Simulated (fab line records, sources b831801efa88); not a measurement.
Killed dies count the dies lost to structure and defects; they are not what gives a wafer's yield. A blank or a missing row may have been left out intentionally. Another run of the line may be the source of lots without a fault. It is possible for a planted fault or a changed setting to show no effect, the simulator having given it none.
Matching of chambers ; flow sky130 ; SKY_LI_CONTACT_HDPCVD_00 on hdpcvd-02 has 3 sister chambers
The step deposits PSG, target thk 930 nm, time 155 s. 3 wafers are shown with their chamber, then 7 later ones without.

## WAFERS WITH THEIR CHAMBER
wafer;chamber;pressureMtorr (mTorr)
L546.2;1;6.022
L548.3;0;5.996
L548.4;2;6.004

## WAFERS MISSING THEIR CHAMBER
wafer;pressureMtorr (mTorr)
L548.5;6.016
L549.2;5.985
L549.4;5.995
L549.6;5.995
L551.2;5.995
L551.3;5.982
L551.6;5.993

## CHAMBER TAKEN BY EACH
wafer;from the rows above;in truth
L548.5;can't be placed: 1 or 2 or 0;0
L549.2;can't be placed: 0 or 2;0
L549.4;can't be placed: 0 or 2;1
L549.6;can't be placed: 0 or 2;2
L551.2;can't be placed: 0 or 2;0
L551.3;can't be placed: 0 or 2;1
L551.6;can't be placed: 0 or 2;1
Correct placement for 0 of the 7. Cannot be placed on the basis of these rows: 7; the candidates contain the true chamber in 4. Placed wrongly: 0.
How it was worked out, from the rows above alone: a wafer's distance from a chamber is the root of the sum, over the readings, of the square of ((its reading less the chamber's mean) divided by the reading's scatter). If the next closest chamber is less than 2 further off than the closest, the wafer can't be placed; otherwise it belongs to the closest. For every chamber, the mean is computed from those of its wafers that are shown. The scatter: root of mean squared gap, hidden wafer to nearest shown wafer, with one shown wafer a chamber.
